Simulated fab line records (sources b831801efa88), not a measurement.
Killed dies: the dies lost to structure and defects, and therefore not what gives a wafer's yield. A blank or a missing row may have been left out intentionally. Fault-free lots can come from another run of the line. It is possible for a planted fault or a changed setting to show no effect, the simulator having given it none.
fab line records	flow gf180mcu
record lots=7	wafers=21	last_day=35
route steps=602 shown VT_IMPLANT@109
lots untouched by any fault: they come from a run of this same line in which no faults occurred
start_h: start of the lot's first displayed wafer, in hours after the record's first day	wait_h: time in hours since the lot's previous step	" as in the row above	L1.1+2: a row that stands for several wafers	- no value present, or no start provided	* or withheld: withheld	< > ~ a bound
route shown NAME@n: names a module that has steps shown in the file, with the first one's number in the route	usual: average and standard deviation across the fault-free wafers	same: alike in all rows	chamber/n: place in a boat	sites: readings site by site	_std_site: how widely they spread, as a standard deviation	_edge_site: inner sites' mean taken away from outer sites' mean	radius_mm: how far each site lies from the wafer's centre	mask NAME#n: copy n	behind: the last tool/chamber to shape the wafer	hold: why the lot was held/for how many hours/how that ended	device: which transistor (n, p or np) failed to switch	end of line: tests run on the same wafers once the route is complete	where a step has no rows: the recipe by itself	killed: dies that structure and defects cost at the first sort, which is not the same as the wafer's yield	map: a wafer's dies, x killed, . not, _ none there
set.NAME: the run value of the setting; set.NAME@STEP: its run value at that earlier step	model.NAME: the simulator's own value behind a step, which no gauge read
lots at some steps of the route; a table a step, a row a wafer
services: the hour from which a tool's chamber was out of use, counted from the record's first day as start_h (under 0 if before that day), plus the number of hours and why
## steps
# step GF_VT_IMPLANT_IMPLANT_19
# recipe species=As	energy_kev=100	dose_cm2=4.35e+12	tilt_deg=7
# step GF_VT_IMPLANT_STRIP_20
# recipe chemistry=O2/N2	power_w=1400	pressure_mtorr=1500	platen_temp_c=250	o2_flow_sccm=3000	n2_flow_sccm=300	overash_fraction=0.5
# usual chamber_pressure_mTorr=1500.1/1.4	drypump_motor_current_A=5.6/0.45	heater_power_w=340/40	oes_product_au=0.716/0.0044	platen_temp_c=250.00/0.18	strip_time_to_endpoint_s=12.63/0.039
lot.wafer	tool	chamber	start_h	wait_h	chamber_pressure_mTorr	drypump_motor_current_A	heater_power_w	oes_product_au	platen_temp_c	rf_hours_counter_h	strip_time_to_endpoint_s
L198.2	plasma_asher-01	1	141.24	0.1	1500.6	5.7	356	0.713	250.09	47	12.64
L198.3	"	0	"	"	1498.7	5.9	305	0.722	250.03	-	12.60
L198.5	"	1	"	"	1498.3	5.7	351	0.714	250.00	-	12.64
L207.1	plasma_asher-03	0	188.29	0.1	1496.4	6.0	409	0.716	250.00	54	12.58
L207.3	"	0	"	"	1498.8	6.0	396	0.714	250.06	-	12.59
L207.5	"	1	"	"	1501.5	4.9	301	0.714	249.80	-	12.62
L208.2	plasma_asher-03	0	197.35	0.1	1499.9	6.0	404	0.715	249.85	55	12.69
L208.4	"	1	"	"	1501.4	4.8	297	0.717	250.26	-	12.64
L208.5	"	0	"	"	1501.5	6.0	411	0.723	250.12	-	12.69
L209.2	plasma_asher-03	1	207.29	0.1	1499.5	4.8	302	0.716	250.25	57	12.63
L209.4	"	1	"	"	1498.7	4.8	304	0.717	250.18	-	12.64
L209.6	"	0	"	"	1501.1	6.0	395	0.714	249.93	-	12.65
L215.1	plasma_asher-02	1	244.58	0.1	1501.7	5.9	328	0.724	250.01	11	12.65
L215.5	"	0	"	"	1500.1	5.6	326	0.714	250.13	-	12.72
L215.6	"	1	"	"	1500.2	5.9	318	0.719	249.99	-	12.71
L216.1	plasma_asher-01	0	251.14	0.1	1498.6	5.9	313	0.715	250.04	59	12.63
L216.4	"	1	"	"	1501.2	5.7	356	0.719	250.00	-	12.57
L216.5	"	1	"	"	1501.0	5.7	351	0.713	250.04	-	12.58
L220.1	plasma_asher-03	1	280.24	0.1	1499.0	4.8	304	0.712	250.16	65	12.62
L220.4	"	1	"	"	1500.4	4.9	299	0.713	250.31	-	12.58
L220.5	"	0	"	"	1499.3	6.0	405	0.715	249.81	-	12.64
# step GF_VT_IMPLANT_TW_MEAS_21
# usual VT_IMPLANT_2_TW=1216/11
lot.wafer	tool	chamber	start_h	wait_h	VT_IMPLANT_2_TW
L198.2	film_metro-02	-	141.35	0.1	1203
L198.3	"	-	"	"	1202
L198.5	"	-	"	"	1208
L207.1	film_metro-02	-	188.39	0.1	1210
L207.3	"	-	"	"	1207
L207.5	"	-	"	"	1207
L208.2	film_metro-03	-	197.46	0.1	1203
L208.4	"	-	"	"	1205
L208.5	"	-	"	"	1203
L209.2	film_metro-02	-	207.40	0.1	1205
L209.4	"	-	"	"	1208
L209.6	"	-	"	"	1213
L215.1	film_metro-04	-	244.68	0.1	1231
L215.5	"	-	"	"	1233
L215.6	"	-	"	"	1228
L216.1	film_metro-04	-	251.24	0.1	1229
L216.4	"	-	"	"	1231
L216.5	"	-	"	"	1231
L220.1	film_metro-04	-	280.34	0.1	1231
L220.4	"	-	"	"	1236
L220.5	"	-	"	"	1232
# step GF_VT_IMPLANT_DEHYDRATE_22
# recipe temp_c=200	time_s=60
# step GF_VT_IMPLANT_HMDS_23
# recipe prime_time_s=60	prime_temp_c=120
# step GF_VT_IMPLANT_COAT_24
# recipe resist=NOVOLAK	spin_rpm=3000	resist_thk_nm=1000
# step GF_VT_IMPLANT_SOFTBAKE_25
# recipe temp_c=90	time_s=60	resist=NOVOLAK
# step GF_VT_IMPLANT_EXPOSE_26
# recipe mask_id=LVPWELL_HV_AREA	target_cd_nm=860	na=0.6	source_shape=conventional	sigma_outer=0.6	dose_mj=140
# step GF_VT_IMPLANT_PEB_27
# recipe temp_c=withheld	time_s=*	resist=NOVOLAK
# step GF_VT_IMPLANT_DEVELOP_28
# recipe develop_time_s=60	dev_temp_c=23
# step GF_VT_IMPLANT_OVL_MEAS_29
# usual VT_IMPLANT_02_OVL=-0.8/1.3
lot.wafer	tool	chamber	start_h	wait_h	VT_IMPLANT_02_OVL[nm]
L198.2	overlay-02	-	156.91	0.1	0.2
L198.3	"	-	"	"	0.9
L198.5	"	-	"	"	2.0
L207.1	overlay-02	-	205.01	0.1	-0.5
L207.3	"	-	"	"	0.5
L207.5	"	-	"	"	-3.2
L208.2	overlay-02	-	215.41	0.1	-1.8
L208.4	"	-	"	"	1.1
L208.5	"	-	"	"	-2.3
L209.2	overlay-02	-	225.90	0.1	-1.6
L209.4	"	-	"	"	-2.9
L209.6	"	-	"	"	-2.2
L215.1	overlay-01	-	263.06	0.1	-1.5
L215.5	"	-	"	"	0.7
L215.6	"	-	"	"	-2.4
L216.1	overlay-01	-	270.46	0.1	1.7
L216.4	"	-	"	"	1.8
L216.5	"	-	"	"	-0.7
L220.1	overlay-01	-	300.66	0.1	2.1
L220.4	"	-	"	"	0.1
L220.5	"	-	"	"	-0.5
# step GF_VT_IMPLANT_IMPLANT_30
# recipe species=B	energy_kev=25	dose_cm2=2.534e+12	tilt_deg=7
# step GF_VT_IMPLANT_STRIP_31
# recipe chemistry=O2/N2	power_w=1400	pressure_mtorr=1500	platen_temp_c=250	o2_flow_sccm=3000	n2_flow_sccm=300	overash_fraction=0.5
# usual chamber_pressure_mTorr=1499.8/1.4	drypump_motor_current_A=5.7/0.35	heater_power_w=335/32	oes_product_au=0.716/0.0045	platen_temp_c=250.02/0.19	strip_time_to_endpoint_s=12.64/0.034
lot.wafer	tool	chamber	start_h	wait_h	chamber_pressure_mTorr	drypump_motor_current_A	heater_power_w	oes_product_au	platen_temp_c	rf_hours_counter_h	strip_time_to_endpoint_s	model.NOVOLAK_of_VT_IMPLANT_COAT_24.thk_nm
L198.2	plasma_asher-03	1	157.09	0.1	1500.5	4.8	298	0.720	249.78	51	12.62	0
L198.3	"	1	"	"	1502.3	4.8	304	0.716	249.95	-	12.62	0
L198.5	"	0	"	"	1498.8	6.0	396	0.719	250.08	-	12.64	0
L207.1	plasma_asher-01	1	205.20	0.1	-	-	-	-	-	-	-	999
L207.3	"	1	"	"	-	-	-	-	-	-	-	1002
L207.5	"	1	"	"	-	-	-	-	-	-	-	1003
L208.2	plasma_asher-02	1	215.59	0.1	-	-	-	-	-	-	-	1002
L208.4	"	1	"	"	-	-	-	-	-	-	-	1000
L208.5	"	0	"	"	-	-	-	-	-	-	-	1001
L209.2	plasma_asher-01	0	226.08	0.1	-	-	-	-	-	-	-	1003
L209.4	"	1	"	"	-	-	-	-	-	-	-	1002
L209.6	"	0	"	"	-	-	-	-	-	-	-	998.7
L215.1	plasma_asher-02	1	263.24	0.1	1499.6	5.9	327	0.711	249.83	13	12.68	0
L215.5	"	0	"	"	1499.0	5.6	311	0.713	249.73	-	12.65	0
L215.6	"	1	"	"	1497.7	5.9	338	0.721	249.90	-	12.68	0
L216.1	plasma_asher-01	1	270.64	0.1	1500.2	5.8	350	0.714	249.74	61	12.59	0
L216.4	"	1	"	"	1503.2	5.7	361	0.719	249.81	-	12.65	0
L216.5	"	0	"	"	1500.5	5.9	311	0.715	249.92	-	12.65	0
L220.1	plasma_asher-01	0	300.84	0.1	1498.2	5.9	305	0.717	250.07	64	12.67	0
L220.4	"	1	"	"	1499.8	5.7	344	0.712	249.70	-	12.61	0
L220.5	"	1	"	"	1499.5	5.7	342	0.717	249.79	-	12.66	0
# step GF_VT_IMPLANT_TW_MEAS_32
# usual VT_IMPLANT_3_TW=268.7/2.6
lot.wafer	tool	chamber	start_h	wait_h	VT_IMPLANT_3_TW
L198.2	film_metro-04	-	157.20	0.1	272.4
L198.3	"	-	"	"	271.1
L198.5	"	-	"	"	270.9
L207.1	film_metro-03	-	205.30	0.1	265.3
L207.3	"	-	"	"	265.7
L207.5	"	-	"	"	265.3
L208.2	film_metro-02	-	215.70	0.1	268.1
L208.4	"	-	"	"	266.6
L208.5	"	-	"	"	265.8
L209.2	film_metro-02	-	226.19	0.1	268.9
L209.4	"	-	"	"	268.2
L209.6	"	-	"	"	268.8
L215.1	film_metro-03	-	263.34	0.1	266.6
L215.5	"	-	"	"	265.6
L215.6	"	-	"	"	267.3
L216.1	film_metro-04	-	270.74	0.1	273.1
L216.4	"	-	"	"	271.9
L216.5	"	-	"	"	270.5
L220.1	film_metro-03	-	300.94	0.1	265.3
L220.4	"	-	"	"	265.8
L220.5	"	-	"	"	266.0
# step GF_VT_IMPLANT_DEHYDRATE_33
# recipe temp_c=200	time_s=60
# step GF_VT_IMPLANT_HMDS_34
# recipe prime_time_s=60	prime_temp_c=120
# step GF_VT_IMPLANT_COAT_35
# recipe resist=NOVOLAK	spin_rpm=3000	resist_thk_nm=1000
# step GF_VT_IMPLANT_SOFTBAKE_36
# recipe temp_c=90	time_s=60	resist=NOVOLAK
# step GF_VT_IMPLANT_EXPOSE_37
# recipe mask_id=Nwell_HV_AREA	target_cd_nm=860	na=0.6	source_shape=conventional	sigma_outer=0.6	dose_mj=140
# step GF_VT_IMPLANT_PEB_38
# recipe temp_c=withheld	time_s=*	resist=NOVOLAK
# step GF_VT_IMPLANT_DEVELOP_39
# recipe develop_time_s=60	dev_temp_c=23
# step GF_VT_IMPLANT_OVL_MEAS_40
# usual VT_IMPLANT_03_OVL=-1.4/1.4
lot.wafer	tool	chamber	start_h	wait_h	VT_IMPLANT_03_OVL[nm]
L198.2	overlay-02	-	173.82	0.1	-0.7
L198.3	"	-	"	"	-1.0
L198.5	"	-	"	"	-2.9
L207.1	overlay-02	-	223.71	0.1	-1.2
L207.3	"	-	"	"	-3.7
L207.5	"	-	"	"	-2.2
L208.2	overlay-01	-	233.60	0.1	-0.9
L208.4	"	-	"	"	0.8
L208.5	"	-	"	"	-0.5
L209.2	overlay-02	-	244.86	0.1	-0.7
L209.4	"	-	"	"	-1.5
L209.6	"	-	"	"	-0.7
L215.1	overlay-01	-	285.86	0.1	1.0
L215.5	"	-	"	"	0.2
L215.6	"	-	"	"	-1.5
L216.1	overlay-01	-	290.81	0.1	0.7
L216.4	"	-	"	"	0.3
L216.5	"	-	"	"	0.8
L220.1	overlay-01	-	321.96	0.1	-3.1
L220.4	"	-	"	"	-2.4
L220.5	"	-	"	"	-1.7
# step GF_VT_IMPLANT_IMPLANT_41
# recipe species=As	energy_kev=70	dose_cm2=1.013e+12	tilt_deg=7
# step GF_VT_IMPLANT_STRIP_42
# recipe chemistry=O2/N2	power_w=1400	pressure_mtorr=1500	platen_temp_c=250	o2_flow_sccm=3000	n2_flow_sccm=300	overash_fraction=0.5
# usual chamber_pressure_mTorr=1500.2/1.3	drypump_motor_current_A=5.7/0.34	heater_power_w=335/32	oes_product_au=0.716/0.0045	platen_temp_c=249.98/0.19	strip_time_to_endpoint_s=12.64/0.032
lot.wafer	tool	chamber	start_h	wait_h	chamber_pressure_mTorr	drypump_motor_current_A	heater_power_w	oes_product_au	platen_temp_c	rf_hours_counter_h	strip_time_to_endpoint_s
L198.2	plasma_asher-03	0	174.00	0.1	1496.5	6.0	395	0.713	249.73	53	12.68
L198.3	"	0	"	"	1500.8	6.0	402	0.712	249.97	-	12.66
L198.5	"	0	"	"	1499.5	6.0	417	0.717	249.99	-	12.65
L207.1	plasma_asher-01	1	223.90	0.1	1500.7	5.7	352	0.727	249.90	56	27.56
L207.3	"	0	"	"	1501.1	5.9	300	0.725	249.94	-	27.66
L207.5	"	1	"	"	1500.5	5.7	363	0.716	250.05	-	27.67
L208.2	plasma_asher-02	1	233.78	0.1	1500.8	5.9	325	0.725	250.03	10	27.61
L208.4	"	0	"	"	1498.9	5.6	328	0.724	249.82	-	27.66
L208.5	"	0	"	"	1500.6	5.6	334	0.719	249.94	-	27.62
L209.2	plasma_asher-03	0	245.04	0.1	1499.0	6.0	396	0.725	250.09	61	27.70
L209.4	"	0	"	"	1500.4	6.0	409	0.716	250.01	-	27.67
L209.6	"	1	"	"	1500.7	4.8	301	0.713	250.21	-	27.61
L215.1	plasma_asher-01	1	286.04	0.1	1500.0	5.7	351	0.710	250.05	62	12.67
L215.5	"	0	"	"	1499.4	5.9	321	0.712	249.88	-	12.63
L215.6	"	1	"	"	1499.5	5.7	346	0.715	250.20	-	12.63
L216.1	plasma_asher-02	1	290.99	0.1	1500.7	5.9	320	0.717	249.68	16	12.64
L216.4	"	0	"	"	1499.0	5.5	331	0.718	250.00	-	12.62
L216.5	"	1	"	"	1503.2	5.9	332	0.709	250.26	-	12.59
L220.1	plasma_asher-02	0	322.14	0.1	1497.3	5.6	327	0.714	250.01	19	12.67
L220.4	"	0	"	"	1500.2	5.6	316	0.718	249.58	-	12.68
L220.5	"	1	"	"	1499.5	5.9	328	0.712	249.95	-	12.66
# step GF_VT_IMPLANT_TW_MEAS_43
# usual VT_IMPLANT_4_TW=692/6.1
lot.wafer	tool	chamber	start_h	wait_h	hold	VT_IMPLANT_4_TW
L198.2	film_metro-04	-	174.11	0.1	-	700
L198.3	"	-	"	"	-	698
L198.5	"	-	"	"	-	695
L207.1	film_metro-04	-	224.00	0.1	await_dispo/0.2h/release	30
L207.3	"	-	"	"	await_dispo/0.2h/release	30
L207.5	"	-	"	"	await_dispo/0.2h/release	30
L207.1	film_metro-04	-	224.22	0.2	-	30
L207.3	"	-	"	"	-	30
L207.5	"	-	"	"	-	30
L208.2	film_metro-04	-	233.89	0.1	await_dispo/0.2h/release	30
L208.4	"	-	"	"	await_dispo/0.2h/release	30
L208.5	"	-	"	"	await_dispo/0.2h/release	30
L208.2	film_metro-04	-	234.11	0.2	-	30
L208.4	"	-	"	"	-	30
L208.5	"	-	"	"	-	30
L209.2	film_metro-03	-	245.15	0.1	await_dispo/0.2h/release	30
L209.4	"	-	"	"	await_dispo/0.2h/release	30
L209.6	"	-	"	"	await_dispo/0.2h/release	30
L209.2	film_metro-03	-	245.38	0.2	-	30
L209.4	"	-	"	"	-	30
L209.6	"	-	"	"	-	30
L215.1	film_metro-04	-	286.14	0.1	-	700
L215.5	"	-	"	"	-	698
L215.6	"	-	"	"	-	699
L216.1	film_metro-02	-	291.09	0.1	-	689
L216.4	"	-	"	"	-	693
L216.5	"	-	"	"	-	694
L220.1	film_metro-02	-	322.24	0.1	-	685
L220.4	"	-	"	"	-	685
L220.5	"	-	"	"	-	684
## services
tool	chamber	start_h	hours	kind
plasma_asher-02	0	117.75	-	clean
plasma_asher-02	1	117.75	-	clean
plasma_asher-02	-	193.91	14.6	pm
plasma_asher-02	-	217.11	12.2	repair
plasma_asher-02	-	277.30	6.2	repair
## key
first_sign step=GF_VT_IMPLANT_STRIP_31	reading=tool_record	direction=missing
effect step=GF_VT_IMPLANT_STRIP_42	reading=strip_time_to_endpoint_s	direction=up	sigmas=99+	usual=*	struck=*
effect step=GF_VT_IMPLANT_TW_MEAS_43	reading=visit	direction=added
effect step=GF_VT_IMPLANT_TW_MEAS_43	reading=VT_IMPLANT_4_TW	direction=down	sigmas=99+	usual=692	struck=30
model_effect step=GF_VT_IMPLANT_STRIP_31	value=NOVOLAK_of_VT_IMPLANT_COAT_24.thk_nm	without=0	struck=1001
met_at GF_VT_IMPLANT_STRIP_31
struck_wafers L207.1,L207.3,L207.5,L208.2,L208.4,L208.5,L209.2,L209.4,L209.6
scrapped_behind GF_VT_IMPLANT_TW_MEAS_43 L207.1,L207.3,L207.5,L208.2,L208.4,L208.5,L209.2,L209.4,L209.6
fault kind=skipped_step_whole	tool=plasma_asher-01,plasma_asher-02	chamber=-	onset_h=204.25	steps=GF_VT_IMPLANT_STRIP_31	scope=struck_lots_only
